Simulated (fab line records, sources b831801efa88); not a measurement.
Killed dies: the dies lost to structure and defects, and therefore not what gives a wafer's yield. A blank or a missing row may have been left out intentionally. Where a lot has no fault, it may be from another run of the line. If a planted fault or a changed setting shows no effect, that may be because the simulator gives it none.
fab line records ; flow sky130
[record] lots = 5; wafers = 15; last-day = 50
route steps=708 shown VIA1@460 METAL2@483
lots untouched by any fault: they come from a run of this same line in which no faults occurred
start-h: hours from the record's first day to the start of the lot's first wafer shown ; wait-h: time in hours since the lot's previous step ; " as in the row above ; L1.1+2: one row covering several wafers at once ; - either no value or no given start ; * or withheld: withheld ; < > ~ a bound
route shown NAME@n: names a module that has steps shown in the file, with the first one's number in the route ; usual: mean and standard deviation over wafers with no fault ; same: alike in all rows ; chamber/n: place in a boat ; sites: the reading at each site ; _std_site: standard deviation of those values ; _edge_site: inner sites' mean taken away from outer sites' mean ; radius-mm: how far each site lies from the wafer's centre ; mask NAME#n: copy n ; behind: the most recent tool/chamber to have shaped the wafer ; hold: reason for holding the lot/hours on hold/outcome of the hold ; device: names the non-switching transistor (n, p or np) ; end of line: the tests these same wafers got at the end of their route ; for a step that has no rows: nothing shown but its recipe ; killed: at the first sort, the dies lost to defects and structure; wafer yield is something else ; map: a wafer's dies, marking killed ones x, the rest . and places with no die _
set.NAME: the setting that was run; set.NAME@STEP: the one run at that earlier step ; model.NAME: the simulator's own value behind a step, which no gauge read
lots at selected steps of the route; one table per step, one row per wafer
services: from which hour (start-h, from the record's first day; less than 0 if before it) a tool's chamber was out of use, for how many hours, and why
[[steps]]
[step SKY_VIA1_CMP_02]
[recipe] material = SiO2; down-force-psi = 4; platen-rpm = 60; pad-velocity-m-s = 0.94248
[usual] motor-current-A = 10.8/0.95; slurry-flow-ml-min = 150.0/0.47
lot.wafer;tool;chamber;start-h;wait-h;motor-current-A;slurry-flow-ml-min
L166.2;cmp-02;3;811.47;0.1;11.7;150.1
L166.1;cmp-02;0;811.47;0.1;9.7;150.2
L166.6;cmp-02;1;811.47;0.1;12.2;150.0
L171.4;cmp-02;1;849.48;0.4;12.3;150.2
L171.1;cmp-02;2;849.48;0.4;9.6;149.5
L171.6;cmp-02;1;849.48;0.4;11.7;150.0
L176.2;cmp-02;2;899.23;0.1;9.8;149.9
L176.5;cmp-02;1;899.23;0.1;11.8;149.8
L176.6;cmp-02;2;899.23;0.1;9.6;150.5
L181.1;cmp-02;2;924.25;0.1;9.5;150.6
L181.2;cmp-02;1;924.25;0.1;12.4;149.7
L181.5;cmp-02;3;924.25;0.1;10.7;149.8
L182.4;cmp-01;2;931.82;0.0;11.1;150.4
L182.1;cmp-01;3;931.82;0.0;10.5;150.4
L182.6;cmp-01;2;931.82;0.0;10.7;150.0
[step SKY_VIA1_BOW_MEAS_03]
[recipe] mode = bow
[usual] VIA1_BOW = 81/6.9
lot.wafer;tool;chamber;start-h;wait-h;VIA1_BOW[um]
L166.1;film-metro-01;-;811.67;0.1;91
L166.2;film-metro-01;-;811.67;0.1;92
L166.6;film-metro-01;-;811.67;0.1;77
L171.1;film-metro-01;-;849.73;0.1;82
L171.4;film-metro-01;-;849.73;0.1;79
L171.6;film-metro-01;-;849.73;0.1;81
L176.2;film-metro-01;-;899.50;0.2;83
L176.5;film-metro-01;-;899.50;0.2;84
L176.6;film-metro-01;-;899.50;0.2;89
L181.1;film-metro-04;-;924.55;0.2;77
L181.2;film-metro-04;-;924.55;0.2;82
L181.5;film-metro-04;-;924.55;0.2;84
L182.1;film-metro-04;-;932.12;0.2;81
L182.4;film-metro-04;-;932.12;0.2;80
L182.6;film-metro-04;-;932.12;0.2;79
[step SKY_VIA1_DEHYDRATE_04]
[recipe] temp-c = 200; time-s = 60
[step SKY_VIA1_HMDS_05]
[recipe] prime-time-s = 60; prime-temp-c = 120
[step SKY_VIA1_COAT_06]
[recipe] resist = BARC; temp-c = withheld; time-s = withheld; spin-rpm = 3000; resist-thk-nm = 60
[step SKY_VIA1_COAT_07]
[recipe] resist = KrF-thick; spin-rpm = 3000; resist-thk-nm = 450
[step SKY_VIA1_SOFTBAKE_08]
[recipe] temp-c = 100; time-s = 90; resist = KrF-thick
[step SKY_VIA1_EXPOSE_09]
[recipe] mask-id = VIM; na = 0.8; source-shape = annular; sigma-inner = 0.55; sigma-outer = 0.85; target-cd-nm = 150; dose-mj = 38
[step SKY_VIA1_PEB_10]
[recipe] peb-temp-c = withheld; peb-time-s = withheld; resist = KrF-thick
[step SKY_VIA1_DEVELOP_11]
[recipe] develop-time-s = 60; resist = KrF-thick; dev-temp-c = 21
[step SKY_VIA1_CD_MEAS_12]
[recipe] target-cd-nm = 150
[usual] cd-nm = 149.9/2.3
lot.wafer;tool;chamber;start-h;wait-h;cd-nm
L166.1;cd-sem-01;-;837.97;-;147.2
L166.2;cd-sem-01;-;837.97;-;147.7
L166.6;cd-sem-01;-;837.97;-;147.7
L171.1;cd-sem-01;-;875.92;-;150.6
L171.4;cd-sem-01;-;875.92;-;150.9
L171.6;cd-sem-01;-;875.92;-;151.3
L176.2;cd-sem-01;-;924.78;-;152.0
L176.5;cd-sem-01;-;924.78;-;152.3
L176.6;cd-sem-01;-;924.78;-;150.8
L181.1;cd-sem-02;-;948.87;-;154.5
L181.2;cd-sem-02;-;948.87;-;153.1
L181.5;cd-sem-02;-;948.87;-;154.8
L182.1;cd-sem-02;-;957.17;-;149.9
L182.4;cd-sem-02;-;957.17;-;151.4
L182.6;cd-sem-02;-;957.17;-;150.2
[step SKY_VIA1_OVL_MEAS_13]
[usual] VIA1_OVL = -4/5.5
lot.wafer;tool;chamber;start-h;wait-h;VIA1_OVL[nm]
L166.1;overlay-01;-;838.09;0.1;-2
L166.2;overlay-01;-;838.09;0.1;-12
L166.6;overlay-01;-;838.09;0.1;-11
L171.1;overlay-01;-;876.04;0.1;-4
L171.4;overlay-01;-;876.04;0.1;-4
L171.6;overlay-01;-;876.04;0.1;-2
L176.2;overlay-02;-;924.89;0.1;-5
L176.5;overlay-02;-;924.89;0.1;0
L176.6;overlay-02;-;924.89;0.1;-2
L181.1;overlay-01;-;948.99;0.1;-20
L181.2;overlay-01;-;948.99;0.1;-14
L181.5;overlay-01;-;948.99;0.1;-12
L182.1;overlay-01;-;957.29;0.1;-5
L182.4;overlay-01;-;957.29;0.1;-14
L182.6;overlay-01;-;957.29;0.1;-4
[step SKY_VIA1_ETCH_14]
[recipe] chemistry = N2/H2; target = BARC; ion-energy-ev = 200; source-w = 500; bias-w = 100; pressure-mtorr = 30; n2-flow-sccm = 100; h2-flow-sccm = 200; stop-on = SiO2; time-s = 45.9; target-depth-a = 600
[usual] drypump-motor-current-A = 5.60/0.23; n2-flow-sccm = 99.95/0.28; oes-product-au = 0.854/0.0049; rf-fwd-power-W = 495.4/2; run-length-s = 74.1/0.51; throttle-valve-pct = 13.225/0.01
lot.wafer;tool;chamber;start-h;wait-h;drypump-motor-current-A;n2-flow-sccm;oes-product-au;rf-fwd-power-W;rf-hours-counter-h;run-length-s;throttle-valve-pct;model.etch.depth-nm;model.KrF-thick_of_VIA1_COAT_07.thk-nm;model.VIA1.cd-nm
L166.1;rie-diel-01;0;838.13;0.0;5.53;99.94;0.861;493.9;14;73.9;13.210;60.31;390.5;147.3
L166.2;rie-diel-01;3;838.13;0.0;5.27;100.21;0.858;494.4;16;73.5;13.238;60.23;391.3;148.3
L166.6;rie-diel-01;2;838.13;0.0;5.84;100.17;0.850;496.8;-;73.5;13.212;60.19;391.7;147.7
L171.1;rie-diel-02;0;876.07;0.0;5.45;100.16;0.850;500.1;9;74.3;13.237;59.86;390;151.2
L171.4;rie-diel-02;2;876.07;0.0;5.31;100.14;1.012;-;9;40.7;13.217;21.19;422.6;144.2
L171.6;rie-diel-02;3;876.07;0.0;5.56;100.42;0.851;492.5;-;74.4;13.227;59.92;390.5;150.9
L176.2;rie-diel-03;1;924.92;0.0;5.65;99.66;0.856;496.3;5;73.9;13.205;60.12;393.2;151.5
L176.5;rie-diel-03;1;924.92;0.0;5.63;99.72;0.858;494.8;-;73.9;13.224;60.17;393.8;152
L176.6;rie-diel-03;0;924.92;0.0;5.31;99.46;0.857;495.5;-;73.2;13.227;60.09;392.2;152
L181.1;rie-diel-03;0;949.02;0.0;5.33;99.52;0.851;498.7;7;73.4;13.235;59.89;392.5;156.1
L181.2;rie-diel-03;1;949.02;0.0;5.67;99.70;0.857;493.4;5;74.0;13.233;59.98;392.5;151.8
L181.5;rie-diel-03;0;949.02;0.0;5.29;99.74;0.866;499.0;-;73.5;13.217;59.95;392.9;156.5
L182.1;rie-diel-02;3;957.33;0.0;5.55;99.80;0.865;496.3;9;74.6;13.222;60.17;391;149.5
L182.4;rie-diel-02;2;957.33;0.0;5.27;100.20;0.857;493.5;11;73.8;13.236;60.23;390.9;150.7
L182.6;rie-diel-02;0;957.33;0.0;5.45;99.17;0.862;496.2;-;74.4;13.208;60.16;393.3;150.5
[step SKY_VIA1_ETCH_15]
[recipe] target = SiO2; chemistry = C4F8/O2/Ar; target-depth-nm = 351; stop-on = TiN; mask-material = KrF-thick; source-w = 1500; bias-w = 1200; pressure-mtorr = 40; c4f8-flow-sccm = withheld; O2_flow_sccm = 6; Ar_flow_sccm = 300; time-s = 54
[usual] oes-product-au = 0.981/0.0061; rf-fwd-power-W = 1486/5.3; run-length-s = 82.2/0.5
lot.wafer;tool;chamber;start-h;wait-h;oes-product-au;rf-fwd-power-W;rf-hours-counter-h;run-length-s;model.KrF-thick_of_VIA1_COAT_07.thk-nm
L166.1;rie-diel-01;0;838.17;0.0;0.980;1484;14;82.0;321
L166.2;rie-diel-01;3;838.17;0.0;0.976;1476;16;81.6;320.8
L166.6;rie-diel-01;2;838.17;0.0;0.969;1494;-;81.6;321.6
L171.1;rie-diel-02;0;876.12;0.0;0.994;1493;9;82.6;320.4
L171.4;rie-diel-02;2;876.12;0.0;0.377;1490;9;82.4;352.5
L171.6;rie-diel-02;3;876.12;0.0;0.992;1480;-;83.0;319.1
L176.2;rie-diel-03;1;924.96;0.0;0.991;1491;5;81.9;322.7
L176.5;rie-diel-03;1;924.96;0.0;0.989;1491;-;82.4;323.3
L176.6;rie-diel-03;0;924.96;0.0;0.975;1488;-;81.7;321.9
L181.1;rie-diel-03;0;949.07;0.0;0.981;1487;7;81.2;322.8
L181.2;rie-diel-03;1;949.07;0.0;0.981;1486;5;81.9;322.4
L181.5;rie-diel-03;0;949.07;0.0;0.984;1495;-;81.3;323.2
L182.1;rie-diel-02;3;957.37;0.0;0.978;1483;9;83.0;320.7
L182.4;rie-diel-02;2;957.37;0.0;0.982;1474;11;82.0;321.4
L182.6;rie-diel-02;0;957.37;0.0;0.970;1482;-;82.3;324.4
[step SKY_VIA1_STRIP_16]
[recipe] chemistry = O2/N2; power-w = 1400; pressure-mtorr = 1500; platen-temp-c = withheld; o2-flow-sccm = 3000; n2-flow-sccm = 300; overash-fraction = 0.5
[usual] drypump-motor-current-A = 5.4/0.45; n2-flow-sccm = 300.1/0.8; oes-product-au = 0.415/0.0044; strip-time-to-endpoint-s = 4.450/0.016
lot.wafer;tool;chamber;start-h;wait-h;drypump-motor-current-A;n2-flow-sccm;oes-product-au;rf-hours-counter-h;strip-time-to-endpoint-s
L166.1;plasma-asher-03;0;838.22;0.0;5.0;300.9;0.414;102;4.441
L166.2;plasma-asher-03;1;838.22;0.0;5.1;300.6;0.416;102;4.442
L166.6;plasma-asher-03;1;838.22;0.0;5.1;301.2;0.413;-;4.456
L171.1;plasma-asher-03;1;876.16;0.0;5.1;300.8;0.418;106;4.443
L171.4;plasma-asher-03;1;876.16;0.0;5.1;300.0;0.431;-;4.772
L171.6;plasma-asher-03;0;876.16;0.0;5.1;299.6;0.409;-;4.412
L176.2;plasma-asher-02;1;925.01;0.0;5.2;299.7;0.410;79;4.450
L176.5;plasma-asher-02;1;925.01;0.0;5.2;299.4;0.414;-;4.463
L176.6;plasma-asher-02;0;925.01;0.0;6.3;299.7;0.414;-;4.434
L181.1;plasma-asher-02;1;949.11;0.0;5.2;298.8;0.418;82;4.475
L181.2;plasma-asher-02;0;949.11;0.0;6.2;299.8;0.412;82;4.458
L181.5;plasma-asher-02;1;949.11;0.0;5.2;299.8;0.414;-;4.461
L182.1;plasma-asher-01;1;957.41;0.0;5.8;300.4;0.420;55;4.440
L182.4;plasma-asher-01;0;957.41;0.0;5.5;300.6;0.414;-;4.453
L182.6;plasma-asher-01;0;957.41;0.0;5.5;300.6;0.411;-;4.486
[step SKY_VIA1_STRIP_17]
[recipe] chemistry = post-etch-residue-remover; time-s = 1200; temp-c = 72.5
[step SKY_VIA1_CLEAN_18]
[recipe] chemistry = IPA; time-s = 180; temp-c = 25
[step SKY_VIA1_CLEAN_19]
[recipe] chemistry = O3/DIW; dry = n2-spin
[step SKY_VIA1_SPUTTER_20]
[recipe] material = TiN; target-thk-nm = 20; chamber-pressure-pa = 5; power-w = 4000; time-s = 80
[usual] throttle-valve-pct = 30.1/0.97
lot.wafer;tool;chamber;start-h;wait-h;throttle-valve-pct
L166.1;pvd-sputter-02;-;838.82;0.0;28.5
L166.2;pvd-sputter-02;-;838.82;0.0;30.5
L166.6;pvd-sputter-02;-;838.82;0.0;30.4
L171.1;pvd-sputter-01;-;876.76;0.0;30.8
L171.4;pvd-sputter-01;-;876.76;0.0;29.8
L171.6;pvd-sputter-01;-;876.76;0.0;30.7
L176.2;pvd-sputter-02;-;925.68;0.0;30.5
L176.5;pvd-sputter-02;-;925.68;0.0;28.3
L176.6;pvd-sputter-02;-;925.68;0.0;30.7
L181.1;pvd-sputter-01;-;949.71;0.0;30.3
L181.2;pvd-sputter-01;-;949.71;0.0;30.6
L181.5;pvd-sputter-01;-;949.71;0.0;30.0
L182.1;pvd-sputter-01;-;958.01;0.0;30.1
L182.4;pvd-sputter-01;-;958.01;0.0;31.4
L182.6;pvd-sputter-01;-;958.01;0.0;31.1
[step SKY_VIA1_CVD_21]
[recipe] material = W; target-thk-nm = 270; time-s = 80.902; temp-c = 400; pressure-torr = 40
[usual] heater-power-w = 838/30
lot.wafer;tool;chamber;start-h;wait-h;heater-power-w
L166.1;cvd-w-02;0;838.88;0.0;801
L166.2;cvd-w-02;1;838.88;0.0;876
L166.6;cvd-w-02;1;838.88;0.0;878
L171.1;cvd-w-02;0;876.82;0.0;793
L171.4;cvd-w-02;1;876.82;0.0;871
L171.6;cvd-w-02;1;876.82;0.0;869
L176.2;cvd-w-01;1;925.74;0.0;855
L176.5;cvd-w-01;1;925.74;0.0;857
L176.6;cvd-w-01;0;925.74;0.0;819
L181.1;cvd-w-02;1;949.77;0.0;820
L181.2;cvd-w-02;0;949.77;0.0;786
L181.5;cvd-w-02;1;949.77;0.0;801
L182.1;cvd-w-01;0;958.07;0.0;852
L182.4;cvd-w-01;0;958.07;0.0;839
L182.6;cvd-w-01;1;958.07;0.0;857
[step SKY_VIA1_CMP_24]
[recipe] stop-on = SiO2; t-overpolish-s = 15; down-force-psi = 3.5; platen-rpm = 60; target-thk-nm = 0; pad-velocity-m-s = 0.94248
[usual] motor-current-A = 10.1/0.94; slurry-flow-ml-min = 150.0/0.45
lot.wafer;tool;chamber;start-h;wait-h;motor-current-A;slurry-flow-ml-min
L166.2;cmp-02;0;839.20;0.1;10.1;150.2
L166.1;cmp-02;1;839.20;0.1;10.9;149.6
L166.6;cmp-02;0;839.20;0.1;9.6;149.9
L171.1;cmp-02;3;877.15;0.1;9.5;150.0
L171.4;cmp-02;1;877.15;0.1;11.3;149.9
L171.6;cmp-02;3;877.15;0.1;10.3;150.5
L176.2;cmp-01;0;926.16;0.2;9.5;149.6
L176.6;cmp-01;1;926.16;0.2;11.8;150.0
L176.5;cmp-01;2;926.16;0.2;9.9;149.3
L181.2;cmp-02;0;950.09;0.1;9.9;150.3
L181.1;cmp-02;1;950.09;0.1;11.7;150.0
L181.5;cmp-02;0;950.09;0.1;9.4;150.3
L182.1;cmp-01;1;958.52;0.2;11.8;149.6
L182.4;cmp-01;2;958.52;0.2;9.4;150.2
L182.6;cmp-01;0;958.52;0.2;9.3;150.8
[step SKY_METAL2_SPUTTER_00]
[recipe] material = Ti; target-thk-nm = 15; power-w = 3000; time-s = 10; chamber-pressure-pa = 0.4
[usual] throttle-valve-pct = 29.9/1.1
lot.wafer;tool;chamber;start-h;wait-h;throttle-valve-pct
L166.1;pvd-sputter-03;-;839.45;0.1;29.2
L166.2;pvd-sputter-03;-;839.45;0.1;29.0
L166.6;pvd-sputter-03;-;839.45;0.1;30.5
L171.1;pvd-sputter-02;-;877.42;0.2;30.6
L171.6;pvd-sputter-02;-;877.42;0.2;30.7
L176.2;pvd-sputter-04;-;926.31;0.1;30.7
L176.5;pvd-sputter-04;-;926.31;0.1;30.3
L176.6;pvd-sputter-04;-;926.31;0.1;32.2
L181.1;pvd-sputter-03;-;950.34;0.1;30.0
L181.2;pvd-sputter-03;-;950.34;0.1;30.9
L181.5;pvd-sputter-03;-;950.34;0.1;30.8
L182.1;pvd-sputter-04;-;958.72;0.1;32.5
L182.4;pvd-sputter-04;-;958.72;0.1;30.4
L182.6;pvd-sputter-04;-;958.72;0.1;29.2
[step SKY_METAL2_SPUTTER_01]
[recipe] material = TiN; target-thk-nm = 20; power-w = 6500; time-s = 16.7; chamber-pressure-pa = 0.4
[usual] throttle-valve-pct = 30.0/1.1
lot.wafer;tool;chamber;start-h;wait-h;throttle-valve-pct
L166.1;pvd-sputter-03;-;839.47;0.0;29.0
L166.2;pvd-sputter-03;-;839.47;0.0;28.9
L166.6;pvd-sputter-03;-;839.47;0.0;30.9
L171.1;pvd-sputter-02;-;877.44;0.0;30.6
L171.6;pvd-sputter-02;-;877.44;0.0;30.8
L176.2;pvd-sputter-04;-;926.33;0.0;30.9
L176.5;pvd-sputter-04;-;926.33;0.0;30.5
L176.6;pvd-sputter-04;-;926.33;0.0;32.3
L181.1;pvd-sputter-03;-;950.36;0.0;30.1
L181.2;pvd-sputter-03;-;950.36;0.0;31.1
L181.5;pvd-sputter-03;-;950.36;0.0;30.8
L182.1;pvd-sputter-04;-;958.75;0.0;32.5
L182.4;pvd-sputter-04;-;958.75;0.0;30.5
L182.6;pvd-sputter-04;-;958.75;0.0;29.3
[step SKY_METAL2_SPUTTER_02]
[recipe] material = AlCu; target-thk-nm = 250; power-w = 10600; time-s = 13.3; chamber-pressure-pa = 0.4
[usual] throttle-valve-pct = 29.9/1.1
lot.wafer;tool;chamber;start-h;wait-h;throttle-valve-pct
L166.1;pvd-sputter-03;-;839.50;0.0;29.1
L166.2;pvd-sputter-03;-;839.50;0.0;28.5
L166.6;pvd-sputter-03;-;839.50;0.0;31.0
L171.1;pvd-sputter-02;-;877.47;0.0;30.5
L171.6;pvd-sputter-02;-;877.47;0.0;30.7
L176.2;pvd-sputter-04;-;926.36;0.0;30.6
L176.5;pvd-sputter-04;-;926.36;0.0;30.1
L176.6;pvd-sputter-04;-;926.36;0.0;32.2
L181.1;pvd-sputter-03;-;950.39;0.0;30.1
L181.2;pvd-sputter-03;-;950.39;0.0;30.9
L181.5;pvd-sputter-03;-;950.39;0.0;30.8
L182.1;pvd-sputter-04;-;958.77;0.0;32.3
L182.4;pvd-sputter-04;-;958.77;0.0;30.7
L182.6;pvd-sputter-04;-;958.77;0.0;29.1
[[services]]
tool;chamber;start-h;hours;kind
plasma-asher-02;-;787.73;2.8;pm
cvd-w-02;-;791.30;0.9;repair
cvd-w-02;-;792.53;2.8;pm
cmp-02;-;793.30;0.3;repair
plasma-asher-02;-;798.73;13.0;repair
cvd-w-01;0;799.63;3.3;repair
pvd-sputter-04;-;803.92;2.6;repair
rie-diel-01;2;810.21;1.4;repair
cmp-01;-;819.73;0.9;repair
cmp-02;-;822.34;0.8;repair
pvd-sputter-03;-;825.67;2.4;repair
cmp-01;-;831.29;63.6;repair
cmp-01;-;841.77;2.3;repair
pvd-sputter-04;-;847.47;0.7;repair
rie-diel-03;3;855.48;132.0;repair
pvd-sputter-03;-;873.19;15.0;repair
cmp-01;-;894.84;5.2;pm
cmp-02;-;900.07;5.6;pm
cvd-w-02;-;904.00;14.0;pm
cmp-01;-;912.00;4.0;pm
pvd-sputter-04;-;916.36;3.7;repair
cmp-02;-;925.84;8.8;pm
pvd-sputter-03;-;926.00;1.3;repair
cmp-02;-;955.57;12.2;pm
[[key]]
[first-sign] step = SKY_VIA1_ETCH_14; reading = run-length-s; direction = down; sigmas = 66; usual = *; struck = *
[effect] step = SKY_VIA1_ETCH_14; reading = oes-product-au; direction = up; sigmas = 32; usual = 0.854; struck = 1.012
[effect] step = SKY_VIA1_ETCH_15; reading = oes-product-au; direction = down; sigmas = 99; usual = 0.981; struck = 0.377
[effect] step = SKY_VIA1_STRIP_16; reading = strip-time-to-endpoint-s; direction = up; sigmas = 20; usual = *; struck = *
[effect] step = SKY_METAL2_SPUTTER_00; reading = visit; direction = missing
[effect] step = SKY_METAL2_SPUTTER_01; reading = visit; direction = missing
[effect] step = SKY_METAL2_SPUTTER_02; reading = visit; direction = missing
[model-effect] step = SKY_VIA1_ETCH_14; value = etch.depth-nm; without = 59.88; struck = 21.19
[model-effect] step = SKY_VIA1_ETCH_15; value = KrF-thick_of_VIA1_COAT_07.thk-nm; without = 320.5; struck = 352.5
met-at SKY_VIA1_ETCH_14
struck-wafers L171.4
later-rows-left-out L171.4
sort-left-out L171.4
[fault] kind = process-parameter-drift; tool = rie-diel-02; chamber = -; onset-h = 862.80; steps = SKY_VIA1_ETCH_14; channel = time-s; offset = *; shape = step; end-h = 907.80; scope = struck-wafers-only; acts-in = *; stated = *
// sort-left-out: the simulated sort isn't trusted on such a fault, so these wafers' sort isn't shown, and their yield isn't known
// later-rows-left-out: the simulator's readings of these wafers behind a module that went badly wrong aren't trusted and aren't shown, but for the sort
